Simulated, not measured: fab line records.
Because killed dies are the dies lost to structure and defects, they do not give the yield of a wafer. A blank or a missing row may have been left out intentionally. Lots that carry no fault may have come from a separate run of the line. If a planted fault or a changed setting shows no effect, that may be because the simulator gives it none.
Matching of chambers    flow sky130    SKY_VIA3_ETCH_15 on rieDiel-04 has 4 sister chambers
The step etches SiO2 in C4F8/O2/Ar, stops on TiN, target depth 507 nm, time 78 s. 8 wafers are shown with their chamber, then 9 later ones without.

WAFERS WITH THEIR CHAMBER
wafer   chamber  oesProductAu (a.u.)
L076.1  0        0.939
L082.1  0        0.940
L083.1  1        0.946
L083.2  3        0.938
L083.3  2        0.936
L083.4  1        0.949
L083.5  2        0.939
L083.6  3        0.942

WAFERS WITHOUT THEIR CHAMBER
wafer   oesProductAu (a.u.)
L084.2  0.950
L084.5  0.951
L084.6  0.950
L093.2  0.937
L093.5  0.941
L093.6  0.940
L096.1  0.941
L096.3  0.943
L096.4  0.950

THE CHAMBER EACH PASSED THROUGH
wafer    from the rows above                 in truth
L084.2   1                                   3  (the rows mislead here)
L084.5   1                                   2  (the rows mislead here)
L084.6   1                                   1
L093.2   can't be placed: 2 or 0 or 3        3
L093.5   can't be placed: 3 or 0 or 2        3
L093.6   can't be placed: 3 or 0 or 2        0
L096.1   can't be placed: 3 or 0 or 2        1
L096.3   can't be placed: 3 or 0 or 1 or 2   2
L096.4   1                                   1
2 of 9 placed correctly. From these rows, 5 cannot be placed; in 4 the true chamber is one of the candidates. Number placed wrongly: 2.
How it was worked out, from the rows above alone: a wafer's distance from a chamber is the root of the sum, over the readings, of the square of ((its reading less the chamber's mean) divided by the reading's scatter). The wafer belongs to the nearest chamber; if the next one is less than 2 further off, it can't be placed. A chamber's mean is the mean of its shown wafers. The scatter: the root of (the sum of the squares of (reading less its chamber's mean) over the shown wafers, divided by (wafers less chambers)).
